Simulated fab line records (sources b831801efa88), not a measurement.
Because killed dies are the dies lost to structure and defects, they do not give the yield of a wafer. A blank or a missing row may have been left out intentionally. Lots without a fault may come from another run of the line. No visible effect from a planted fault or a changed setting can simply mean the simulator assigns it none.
fab line records	flow sky130	part 1 of 2: steps 1 to 22 of 31
record: lots: 5	wafers: 15	last-day: 50
route steps=708 shown POLY_CUT@311 SD_P@320 RES_XHIGH@332
lots that met no fault: taken from a fault-free run of the same line
start-h: the number of hours between the record's first day and the start of the first shown wafer of the lot	wait-h: hours from the lot's prior step to this one	" unchanged from the row above	L1.1+2: several wafers, shown together as one row	- no value, or no start given	* or withheld: withheld	< > ~ a bound
route shown NAME@n: names a module that has steps shown in the file, with the first one's number in the route	usual: mean and standard deviation over wafers with no fault	same: alike in all rows	chamber/n: place in a boat	sites: the reading at each site	_std_site: standard deviation of those values	_edge_site: inner sites' mean taken away from outer sites' mean	radius-mm: for every site, how far away it sits from the centre of the wafer	mask NAME#n: copy n	behind: the most recent tool/chamber to have shaped the wafer	hold: the reason the lot was held/the length of the hold in hours/how it ended	device: which transistor (n, p or np) failed to switch	end of line: tests run on the same wafers once the route is complete	a step given without rows: its recipe and nothing more	killed: dies that structure and defects cost at the first sort, which is not the same as the wafer's yield	map: the dies of a wafer, with x for killed, . for not killed, _ for no die there
set.NAME: the setting the step ran with; set.NAME@STEP: the setting that earlier step ran with	model.NAME: the simulator's own value behind a step, which no gauge read
lots at selected steps of the route; one table per step, one row per wafer
services: a tool's chamber out of use, with start hour (start-h, from the record's first day; less than 0 if before it), hours out, and reason
== steps ==
step: SKY_POLY_CUT_SOFTBAKE_04
recipe: temp-c: 100	time-s: 90	resist: KrF-thick
usual: chill-plate-temp-C: 23.00/0.11	exhaust-pa: 45.1/0.86
lot.wafer	tool	chamber	start-h	wait-h	chill-plate-temp-C	exhaust-pa
L074.1	litho-track-01	0	-	-	23.11	46.4
L074.5	"	0	"	"	23.15	45.5
L074.6	"	0	"	"	23.18	44.6
L082.1	litho-track-04	0	-	-	23.00	46.1
L082.2	"	0	"	"	23.11	45.7
L082.5	"	0	"	"	23.12	45.0
L085.1	litho-track-03	0	-	-	22.86	46.1
L085.3	"	0	"	"	22.90	45.0
L085.5	"	0	"	"	22.92	45.5
L093.3	litho-track-04	0	-	-	22.96	45.9
L093.4	"	0	"	"	22.88	44.9
L093.6	"	0	"	"	22.98	45.9
L095.2	litho-track-04	0	-	-	23.00	43.6
L095.3	"	0	"	"	23.02	44.6
L095.6	"	0	"	"	22.96	43.7
step: SKY_POLY_CUT_EXPOSE_05
recipe: mask-id: NPCM	na: 0.8	source-shape: annular	sigma-inner: 0.55	sigma-outer: 0.85	target-cd-nm: 270	dose-mj: 32
lot.wafer	tool	chamber	start-h	wait-h	mask
L074.1+5+6	krf-scanner-01	0	-	-	NPCM#0
L082.1+2+5	krf-scanner-02	0	-	-	NPCM#0
L085.1+3+5	krf-scanner-02	0	-	-	NPCM#0
L093.3+4+6	krf-scanner-02	0	-	-	NPCM#0
L095.2+3+6	krf-scanner-02	0	-	-	NPCM#0
step: SKY_POLY_CUT_PEB_06
recipe: peb-temp-c: withheld	peb-time-s: withheld	resist: KrF-thick
usual: chill-plate-temp-C: *	exhaust-pa: 45.0/0.89
lot.wafer	tool	chamber	start-h	wait-h	chill-plate-temp-C	exhaust-pa
L074.1	litho-track-01	0	-	-	*	44.5
L074.5	"	0	"	"	*	45.6
L074.6	"	0	"	"	*	46.2
L082.1	litho-track-01	0	-	-	*	42.4
L082.2	"	0	"	"	*	43.4
L082.5	"	0	"	"	*	42.8
L085.1	litho-track-03	0	-	-	*	44.6
L085.3	"	0	"	"	*	44.1
L085.5	"	0	"	"	*	45.0
L093.3	litho-track-01	0	-	-	*	44.9
L093.4	"	0	"	"	*	44.8
L093.6	"	0	"	"	*	44.1
L095.2	litho-track-03	0	-	-	*	45.7
L095.3	"	0	"	"	*	44.5
L095.6	"	0	"	"	*	44.8
step: SKY_POLY_CUT_DEVELOP_07
recipe: develop-time-s: 60	resist: KrF-thick	dev-temp-c: 21
usual: chill-plate-temp-C: 23.01/0.1	exhaust-pa: 44.9/1
lot.wafer	tool	chamber	start-h	wait-h	chill-plate-temp-C	exhaust-pa
L074.1	litho-track-01	0	-	-	22.95	45.5
L074.5	"	0	"	"	23.06	46.6
L074.6	"	0	"	"	23.10	46.1
L082.1	litho-track-01	0	-	-	23.07	44.5
L082.2	"	0	"	"	23.01	45.2
L082.5	"	0	"	"	22.99	45.6
L085.1	litho-track-03	0	-	-	23.06	45.6
L085.3	"	0	"	"	23.04	44.9
L085.5	"	0	"	"	22.92	45.3
L093.3	litho-track-01	0	-	-	23.03	45.8
L093.4	"	0	"	"	23.18	44.5
L093.6	"	0	"	"	22.97	43.8
L095.2	litho-track-03	0	-	-	23.00	46.4
L095.3	"	0	"	"	23.08	44.8
L095.6	"	0	"	"	23.17	45.3
step: SKY_POLY_CUT_CD_MEAS_08
recipe: target-cd-nm: 270
usual: cd-nm: 270.7/1.4
lot.wafer	tool	chamber	start-h	wait-h	cd-nm
L074.1	cd-sem-01	-	552.38	-	272.5
L074.5	"	-	"	"	272.8
L074.6	"	-	"	"	273.2
L082.1	cd-sem-01	-	622.48	-	270.3
L082.2	"	-	"	"	271.6
L082.5	"	-	"	"	271.6
L085.1	cd-sem-01	-	660.18	-	269.7
L085.3	"	-	"	"	269.9
L085.5	"	-	"	"	269.2
L093.3	cd-sem-02	-	726.82	-	269.5
L093.4	"	-	"	"	270.7
L093.6	"	-	"	"	271.0
L095.2	cd-sem-02	-	739.10	-	270.0
L095.3	"	-	"	"	269.6
L095.6	"	-	"	"	270.7
step: SKY_POLY_CUT_OVL_MEAS_09
usual: POLY_CUT_OVL: 2/4.5
lot.wafer	tool	chamber	start-h	wait-h	POLY_CUT_OVL[nm]
L074.1	overlay-02	-	552.50	0.1	0
L074.5	"	-	"	"	3
L074.6	"	-	"	"	-1
L082.1	overlay-02	-	622.60	0.1	-7
L082.2	"	-	"	"	-1
L082.5	"	-	"	"	0
L085.1	overlay-02	-	660.30	0.1	0
L085.3	"	-	"	"	-5
L085.5	"	-	"	"	8
L093.3	overlay-02	-	726.91	0.1	1
L093.4	"	-	"	"	4
L093.6	"	-	"	"	1
L095.2	overlay-02	-	739.21	0.1	2
L095.3	"	-	"	"	-5
L095.6	"	-	"	"	6
step: SKY_POLY_CUT_ETCH_10
recipe: chemistry: N2/H2	target: BARC	ion-energy-ev: 200	source-w: 500	bias-w: 100	pressure-mtorr: 30	n2-flow-sccm: 100	h2-flow-sccm: 200	stop-on: SiO2	time-s: 45.9	target-depth-a: 600
usual: drypump-motor-current-A: 5.7/0.46	h2-flow-sccm: 200.0/0.65	oes-product-au: 0.853/0.0045	rf-fwd-power-W: 495.2/2.4	throttle-valve-pct: 13.225/0.0085
lot.wafer	tool	chamber	start-h	wait-h	drypump-motor-current-A	h2-flow-sccm	oes-product-au	rf-fwd-power-W	rf-hours-counter-h	throttle-valve-pct
L074.1	rie-diel-04	2	552.54	0.0	5.4	199.5	0.850	496.7	0	13.230
L074.5	"	1	"	"	5.6	201.2	0.853	494.4	-	13.222
L074.6	"	2	"	"	5.4	198.5	0.856	497.0	-	13.225
L082.1	rie-diel-03	3	622.64	0.0	4.7	199.7	0.848	496.1	40	13.231
L082.2	"	1	"	"	6.2	200.2	0.852	499.6	10	13.230
L082.5	"	0	"	"	5.6	199.9	0.854	492.9	-	13.214
L085.1	rie-diel-03	1	660.34	0.0	6.2	199.5	0.856	499.6	10	13.238
L085.3	"	3	"	"	4.7	199.8	0.855	492.7	41	13.221
L085.5	"	2	"	"	6.3	199.7	0.846	493.0	-	13.223
L093.3	rie-diel-04	0	726.94	0.0	6.1	199.8	0.854	492.5	3	13.234
L093.4	"	2	"	"	5.4	198.7	0.849	495.3	5	13.223
L093.6	"	3	"	"	5.7	199.7	0.851	494.5	-	13.209
L095.2	rie-diel-02	0	739.24	0.0	6.3	200.8	0.852	497.9	42	13.233
L095.3	"	2	"	"	5.6	199.7	0.848	495.7	8	13.217
L095.6	"	3	"	"	5.5	200.0	0.853	495.5	-	13.219
step: SKY_POLY_CUT_ETCH_11
recipe: target: Si3N4	chemistry: CF4/CH2F2/Ar	stop-on: poly-Si	source-w: 600	bias-w: 150	pressure-mtorr: 40	cf4-flow-sccm: 40	ch2f2-flow-sccm: 20	Ar_flow_sccm: 150	time-s: 42.5	target-depth-a: 600
usual: drypump-motor-current-A: 5.7/0.46	oes-product-au: 0.833/0.0064	rf-fwd-power-W: 593.9/2.7	throttle-valve-pct: 14.993/0.0088
lot.wafer	tool	chamber	start-h	wait-h	drypump-motor-current-A	oes-product-au	rf-fwd-power-W	rf-hours-counter-h	throttle-valve-pct
L074.1	rie-diel-04	2	552.58	0.0	5.4	0.829	592.8	0	14.996
L074.5	"	1	"	"	5.7	0.840	591.3	-	14.989
L074.6	"	2	"	"	5.4	0.834	595.3	-	14.997
L082.1	rie-diel-03	3	622.68	0.0	4.7	0.825	597.0	40	14.985
L082.2	"	1	"	"	6.2	0.827	599.2	10	14.985
L082.5	"	0	"	"	5.6	0.834	593.6	-	15.005
L085.1	rie-diel-03	1	660.38	0.0	6.2	0.834	596.2	10	14.996
L085.3	"	3	"	"	4.7	0.836	593.7	41	14.997
L085.5	"	2	"	"	6.3	0.837	593.0	-	14.999
L093.3	rie-diel-04	0	726.98	0.0	6.2	0.820	591.1	3	14.987
L093.4	"	2	"	"	5.4	0.830	597.3	5	15.005
L093.6	"	3	"	"	5.7	0.833	595.0	-	14.993
L095.2	rie-diel-02	0	739.28	0.0	6.3	0.842	596.5	42	14.974
L095.3	"	2	"	"	5.6	0.837	596.4	8	14.999
L095.6	"	3	"	"	5.5	0.838	591.5	-	14.993
step: SKY_POLY_CUT_STRIP_12
recipe: chemistry: O2/N2	power-w: 1400	pressure-mtorr: 1500	platen-temp-c: withheld	o2-flow-sccm: 3000	n2-flow-sccm: 300	overash-fraction: 0.5
usual: drypump-motor-current-A: 5.90/0.25	o2-flow-sccm: 3000/8.5	oes-product-au: 0.452/0.0046	strip-time-to-endpoint-s: 5.355/0.017
same: overash-fraction: 0.5
lot.wafer	tool	chamber	start-h	wait-h	drypump-motor-current-A	o2-flow-sccm	oes-product-au	rf-hours-counter-h	strip-time-to-endpoint-s
L074.1	plasma-asher-02	0	552.62	0.0	5.57	3003	0.454	43	5.362
L074.5	"	1	"	"	5.72	3007	0.450	-	5.356
L074.6	"	0	"	"	5.60	2999	0.453	-	5.368
L082.1	plasma-asher-04	1	622.72	0.0	5.97	3000	0.454	19	5.358
L082.2	"	0	"	"	6.22	2995	0.447	19	5.370
L082.5	"	0	"	"	6.24	2978	0.455	-	5.361
L085.1	plasma-asher-01	0	660.42	0.0	5.55	3005	0.450	96	5.369
L085.3	"	1	"	"	6.00	2998	0.451	-	5.361
L085.5	"	1	"	"	6.03	2995	0.452	-	5.370
L093.3	plasma-asher-01	1	727.05	0.1	6.03	2995	0.451	-	5.354
L093.4	"	0	"	"	5.60	2997	0.456	-	5.364
L093.6	"	1	"	"	6.03	2993	0.458	-	5.354
L095.2	plasma-asher-04	0	739.32	0.0	6.21	3005	0.447	31	5.370
L095.3	"	1	"	"	5.98	3009	0.445	-	5.348
L095.6	"	0	"	"	6.24	3014	0.454	-	5.363
step: SKY_SD_P_DEHYDRATE_00
recipe: temp-c: 200	time-s: 60
usual: chill-plate-temp-C: 22.99/0.096	exhaust-pa: 44.8/0.91
lot.wafer	tool	chamber	start-h	wait-h	chill-plate-temp-C	exhaust-pa
L074.1	litho-track-03	0	566.28	13.6	23.12	45.1
L074.5	"	0	"	"	22.98	44.0
L074.6	"	0	"	"	22.93	46.0
L082.1	litho-track-03	0	636.58	13.8	23.00	43.9
L082.2	"	0	"	"	22.97	45.1
L082.5	"	0	"	"	23.03	43.4
L085.1	litho-track-02	0	673.64	13.2	22.98	43.9
L085.3	"	0	"	"	23.10	44.3
L085.5	"	0	"	"	23.06	44.2
L093.3	litho-track-04	0	740.17	13.1	23.02	45.2
L093.4	"	0	"	"	23.02	43.7
L093.6	"	0	"	"	23.09	44.5
L095.2	litho-track-02	0	752.82	13.5	22.92	44.6
L095.3	"	0	"	"	22.88	43.7
L095.6	"	0	"	"	23.13	44.1
step: SKY_SD_P_HMDS_01
recipe: prime-time-s: 60	prime-temp-c: 120
usual: chill-plate-temp-C: 22.97/0.097	exhaust-pa: 44.9/0.86	prime-temp-c: 120.01/0.14
lot.wafer	tool	chamber	start-h	wait-h	chill-plate-temp-C	exhaust-pa	prime-temp-c
L074.1	litho-track-03	0	566.43	0.1	23.03	45.0	120.05
L074.5	"	0	"	"	23.02	45.5	119.81
L074.6	"	0	"	"	23.14	45.2	119.92
L082.1	litho-track-03	0	636.73	0.1	23.04	46.2	120.13
L082.2	"	0	"	"	23.00	45.1	120.12
L082.5	"	0	"	"	22.92	43.9	120.05
L085.1	litho-track-02	0	673.79	0.1	22.99	45.3	119.97
L085.3	"	0	"	"	23.01	44.8	119.95
L085.5	"	0	"	"	22.94	44.9	120.10
L093.3	litho-track-04	0	740.32	0.1	23.00	45.8	120.14
L093.4	"	0	"	"	22.89	45.5	120.03
L093.6	"	0	"	"	22.90	45.5	120.01
L095.2	litho-track-02	0	752.97	0.1	23.04	44.4	119.87
L095.3	"	0	"	"	23.00	44.2	120.08
L095.6	"	0	"	"	22.98	44.3	119.91
step: SKY_SD_P_COAT_02
recipe: resist: NOVOLAK	spin-rpm: 3000	resist-thk-nm: 1140
usual: chill-plate-temp-C: 23.02/0.11	exhaust-pa: 44.9/0.94
lot.wafer	tool	chamber	start-h	wait-h	chill-plate-temp-C	exhaust-pa
L074.1	litho-track-03	0	566.58	0.1	22.98	44.5
L074.5	"	0	"	"	23.17	46.1
L074.6	"	0	"	"	23.16	45.5
L082.1	litho-track-03	0	636.88	0.1	23.05	46.0
L082.2	"	0	"	"	23.18	45.6
L082.5	"	0	"	"	22.94	44.7
L085.1	litho-track-02	0	673.94	0.1	23.02	45.4
L085.3	"	0	"	"	23.03	45.2
L085.5	"	0	"	"	23.17	45.7
L093.3	litho-track-04	0	740.47	0.1	22.97	44.3
L093.4	"	0	"	"	23.08	45.2
L093.6	"	0	"	"	23.17	46.3
L095.2	litho-track-02	0	753.12	0.1	23.00	43.8
L095.3	"	0	"	"	23.07	45.6
L095.6	"	0	"	"	22.92	45.7
step: SKY_SD_P_SOFTBAKE_03
recipe: temp-c: 90	time-s: 60	resist: NOVOLAK
usual: chill-plate-temp-C: 23.01/0.097	exhaust-pa: 45.0/0.81
lot.wafer	tool	chamber	start-h	wait-h	chill-plate-temp-C	exhaust-pa
L074.1	litho-track-03	0	566.73	0.1	23.28	45.0
L074.5	"	0	"	"	23.11	46.1
L074.6	"	0	"	"	23.12	45.3
L082.1	litho-track-03	0	637.03	0.1	23.16	45.9
L082.2	"	0	"	"	23.04	46.2
L082.5	"	0	"	"	22.96	44.1
L085.1	litho-track-02	0	674.09	0.1	23.13	44.1
L085.3	"	0	"	"	23.03	44.6
L085.5	"	0	"	"	23.07	43.7
L093.3	litho-track-04	0	740.62	0.1	23.12	45.5
L093.4	"	0	"	"	23.03	44.7
L093.6	"	0	"	"	23.01	45.3
L095.2	litho-track-02	0	753.26	0.1	22.95	44.2
L095.3	"	0	"	"	22.89	45.7
L095.6	"	0	"	"	23.01	45.0
step: SKY_SD_P_EXPOSE_04
recipe: mask-id: PSDM	na: 0.6	source-shape: conventional	sigma-outer: 0.6	polarization: unpolarized	target-cd-nm: 380	dose-mj: 138
lot.wafer	tool	chamber	start-h	wait-h	mask
L074.1+5+6	iline-stepper-02	0	-	-	PSDM#0
L082.1+2+5	iline-stepper-01	0	-	-	PSDM#0
L085.1+3+5	iline-stepper-01	0	-	-	PSDM#0
L093.3+4+6	iline-stepper-02	0	-	-	PSDM#0
L095.2+3+6	iline-stepper-01	0	-	-	PSDM#0
step: SKY_SD_P_PEB_05
recipe: temp-c: withheld	time-s: *	resist: NOVOLAK
usual: chill-plate-temp-C: *	exhaust-pa: 45.0/0.8
lot.wafer	tool	chamber	start-h	wait-h	chill-plate-temp-C	exhaust-pa
L074.1	litho-track-04	0	-	-	*	45.1
L074.5	"	0	"	"	*	46.0
L074.6	"	0	"	"	*	45.3
L082.1	litho-track-02	0	-	-	*	45.0
L082.2	"	0	"	"	*	45.6
L082.5	"	0	"	"	*	46.3
L085.1	litho-track-03	0	-	-	*	46.4
L085.3	"	0	"	"	*	47.0
L085.5	"	0	"	"	*	44.4
L093.3	litho-track-03	0	-	-	*	45.4
L093.4	"	0	"	"	*	45.8
L093.6	"	0	"	"	*	45.1
L095.2	litho-track-02	0	-	-	*	46.0
L095.3	"	0	"	"	*	43.8
L095.6	"	0	"	"	*	44.5
step: SKY_SD_P_DEVELOP_06
recipe: resist: NOVOLAK	developer: TMAH	develop-time-s: 60	dev-temp-c: 23
usual: chill-plate-temp-C: 22.99/0.11	exhaust-pa: 44.8/0.88
lot.wafer	tool	chamber	start-h	wait-h	chill-plate-temp-C	exhaust-pa
L074.1	litho-track-04	0	582.02	0.1	22.98	44.4
L074.5	"	0	"	"	22.87	45.6
L074.6	"	0	"	"	22.98	44.4
L082.1	litho-track-02	0	651.59	0.1	22.95	45.4
L082.2	"	0	"	"	22.87	45.7
L082.5	"	0	"	"	23.12	46.0
L085.1	litho-track-03	0	687.88	0.1	23.06	45.2
L085.3	"	0	"	"	23.02	45.7
L085.5	"	0	"	"	22.98	45.3
L093.3	litho-track-03	0	755.03	0.1	23.01	45.7
L093.4	"	0	"	"	23.17	43.7
L093.6	"	0	"	"	23.07	44.6
L095.2	litho-track-02	0	767.11	0.1	22.95	46.0
L095.3	"	0	"	"	22.82	45.2
L095.6	"	0	"	"	22.87	46.3
step: SKY_SD_P_CD_MEAS_07
recipe: target-cd-nm: 380
usual: cd-nm: 381.0/2.1
lot.wafer	tool	chamber	start-h	wait-h	cd-nm
L074.1	cd-sem-02	-	582.17	0.1	378.7
L074.5	"	-	"	"	376.8
L074.6	"	-	"	"	376.6
L082.1	cd-sem-01	-	651.74	0.1	382.5
L082.2	"	-	"	"	384.6
L082.5	"	-	"	"	381.1
L085.1	cd-sem-01	-	688.03	0.1	380.3
L085.3	"	-	"	"	384.9
L085.5	"	-	"	"	381.5
L093.3	cd-sem-01	-	755.17	0.1	381.1
L093.4	"	-	"	"	380.8
L093.6	"	-	"	"	381.5
L095.2	cd-sem-02	-	767.26	0.1	378.5
L095.3	"	-	"	"	379.6
L095.6	"	-	"	"	378.6
step: SKY_SD_P_OVL_MEAS_08
usual: SD_P_OVL: 0.0/1.4
lot.wafer	tool	chamber	start-h	wait-h	SD_P_OVL[nm]
L074.1	overlay-01	-	582.29	0.1	-1.6
L074.5	"	-	"	"	-0.9
L074.6	"	-	"	"	0.9
L082.1	overlay-01	-	651.86	0.1	2.2
L082.2	"	-	"	"	0.7
L082.5	"	-	"	"	2.1
L085.1	overlay-02	-	688.15	0.1	-1.5
L085.3	"	-	"	"	-1.0
L085.5	"	-	"	"	-1.5
L093.3	overlay-02	-	755.26	0.1	0.5
L093.4	"	-	"	"	-1.9
L093.6	"	-	"	"	0.6
L095.2	overlay-02	-	767.37	0.1	-0.5
L095.3	"	-	"	"	-0.6
L095.6	"	-	"	"	1.5
step: SKY_SD_P_IMPLANT_09
recipe: species: BF2	energy-kev: 20	dose-cm2: 3e+15	tilt-deg: 0
lot.wafer	tool	chamber	start-h	wait-h
L074.1+5+6	implanter-03	0	582.33	0.0
L082.1+2+5	implanter-02	0	651.90	0.0
L085.1+3+5	implanter-01	0	688.19	0.0
L093.3+4+6	implanter-02	0	755.34	0.1
L095.2+3+6	implanter-01	0	767.42	0.0
step: SKY_SD_P_STRIP_10
recipe: chemistry: O2/N2	power-w: 1400	pressure-mtorr: 1500	platen-temp-c: withheld	o2-flow-sccm: 3000	n2-flow-sccm: 300	overash-fraction: 0.5
usual: drypump-motor-current-A: 5.84/0.28	o2-flow-sccm: 3000/9	oes-product-au: 0.618/0.0049	strip-time-to-endpoint-s: 17.53/0.041
same: overash-fraction: 0.5
lot.wafer	tool	chamber	start-h	wait-h	drypump-motor-current-A	o2-flow-sccm	oes-product-au	rf-hours-counter-h	strip-time-to-endpoint-s
L074.1	plasma-asher-03	1	582.48	0.1	6.01	2997	0.613	76	17.51
L074.5	"	0	"	"	6.46	3009	0.619	-	17.48
L074.6	"	1	"	"	6.02	2997	0.623	-	17.53
L082.1	plasma-asher-02	0	652.05	0.1	5.60	3016	0.623	52	17.53
L082.2	"	1	"	"	5.74	3003	0.617	52	17.47
L082.5	"	0	"	"	5.58	3010	0.622	-	17.52
L085.1	plasma-asher-02	0	688.34	0.1	5.60	2996	0.619	56	17.45
L085.3	"	0	"	"	5.60	3008	0.616	-	17.49
L085.5	"	1	"	"	5.75	2999	0.613	-	17.50
L093.3	plasma-asher-01	1	755.47	0.1	5.99	3004	0.610	-	17.53
L093.4	"	0	"	"	5.61	3011	0.625	-	17.56
L093.6	"	0	"	"	5.60	3004	0.615	-	17.57
L095.2	plasma-asher-02	1	767.55	0.1	5.73	3002	0.615	64	17.56
L095.3	"	0	"	"	5.59	3000	0.624	-	17.57
L095.6	"	0	"	"	5.60	3006	0.613	-	17.58
step: SKY_SD_P_TW_MEAS_11
usual: SD_P_TW: 2866/21
lot.wafer	tool	chamber	start-h	wait-h	SD_P_TW
L074.1	film-metro-01	-	582.58	0.1	2865
L074.5	"	-	"	"	2848
L074.6	"	-	"	"	2852
L082.1	film-metro-02	-	652.15	0.1	2882
L082.2	"	-	"	"	2880
L082.5	"	-	"	"	2863
L085.1	film-metro-03	-	688.44	0.1	2843
L085.3	"	-	"	"	2831
L085.5	"	-	"	"	2827
L093.3	film-metro-02	-	755.56	0.1	2881
L093.4	"	-	"	"	2879
L093.6	"	-	"	"	2885
L095.2	film-metro-02	-	767.66	0.1	2880
L095.3	"	-	"	"	2901
L095.6	"	-	"	"	2898
step: SKY_RES_XHIGH_DEHYDRATE_00
recipe: temp-c: 200	time-s: 60
usual: chill-plate-temp-C: 23.00/0.11	exhaust-pa: 45.2/0.88
lot.wafer	tool	chamber	start-h	wait-h	chill-plate-temp-C	exhaust-pa
L074.1	litho-track-03	0	596.38	13.8	23.09	45.4
L074.5	"	0	"	"	23.17	45.7
L074.6	"	0	"	"	23.03	44.8
L082.1	litho-track-02	0	665.64	13.5	23.12	45.2
L082.2	"	0	"	"	23.14	45.5
L082.5	"	0	"	"	23.03	44.2
L085.1	litho-track-01	0	701.83	13.4	23.18	45.4
L085.3	"	0	"	"	23.23	45.2
L085.5	"	0	"	"	23.00	45.1
L093.3	litho-track-01	0	768.33	12.8	22.99	45.6
L093.4	"	0	"	"	23.16	44.9
L093.6	"	0	"	"	22.85	45.7
L095.2	litho-track-01	0	779.86	12.2	22.98	44.2
L095.3	"	0	"	"	22.91	45.4
L095.6	"	0	"	"	22.94	45.0
